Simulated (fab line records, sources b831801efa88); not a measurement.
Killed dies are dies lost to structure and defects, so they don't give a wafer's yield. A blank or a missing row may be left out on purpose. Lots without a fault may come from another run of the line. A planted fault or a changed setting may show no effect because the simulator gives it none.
Chamber matching | flow sky130 | SKY_CONTACT_CMP_04 on cmp-02: 3 sister chambers
The step polishes SiO2. 14 wafers are shown with their chamber, then 4 later ones without.

WAFERS WITH THEIR CHAMBER
wafer  | chamber | motor_current_A (A) | time_to_endpoint_s (s)
L840.1 | 0       | 13.0                | 85
L840.5 | 2       | 14.7                | 84
L840.6 | 3       | 13.5                | 86
L841.1 | 0       | 13.2                | 81
L841.3 | 2       | 14.0                | 84
L841.5 | 3       | 13.0                | 78
L844.3 | 3       | 12.6                | 85
L844.4 | 0       | 12.3                | 77
L844.5 | 2       | 13.9                | 83
L847.2 | 2       | 14.7                | 81
L847.3 | 3       | 13.0                | 81
L847.6 | 2       | 14.0                | 79
L850.1 | 2       | 14.3                | 85
L850.2 | 3       | 13.9                | 83

SIGNATURES (means of the wafers above)
reading            | chamber 0 | chamber 2 | chamber 3 | scatter within a chamber
motor_current_A    | 12.833    | 14.267    | 13.200    | 0.439
time_to_endpoint_s | 81.00     | 82.67     | 82.60     | 2.99
Rule: a wafer's distance from a chamber is the root of the sum, over the readings, of the square of ((its reading less the chamber's mean) divided by the reading's scatter). The wafer belongs to the nearest chamber; if the next one is less than 2 further off, it can't be placed. The scatter: the root of (the sum of the squares of (reading less its chamber's mean) over the shown wafers, divided by (wafers less chambers)).

WAFERS WITHOUT THEIR CHAMBER
wafer  | motor_current_A (A) | time_to_endpoint_s (s)
L855.1 | 12.5                | 82
L855.6 | 12.7                | 80
L860.1 | 15.2                | 89
L860.3 | 12.4                | 83

WHICH CHAMBER EACH WENT THROUGH
wafer  | from the rows above     | in truth
L855.1 | can't be placed: 0 or 3 | 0
L855.6 | can't be placed: 0 or 3 | 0
L860.1 | 2                       | 2
L860.3 | can't be placed: 0 or 3 | 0
Placed correctly: 1 of 4. Can't be placed from these rows: 3 (the true chamber is among the candidates in 3). Placed wrongly: 0.
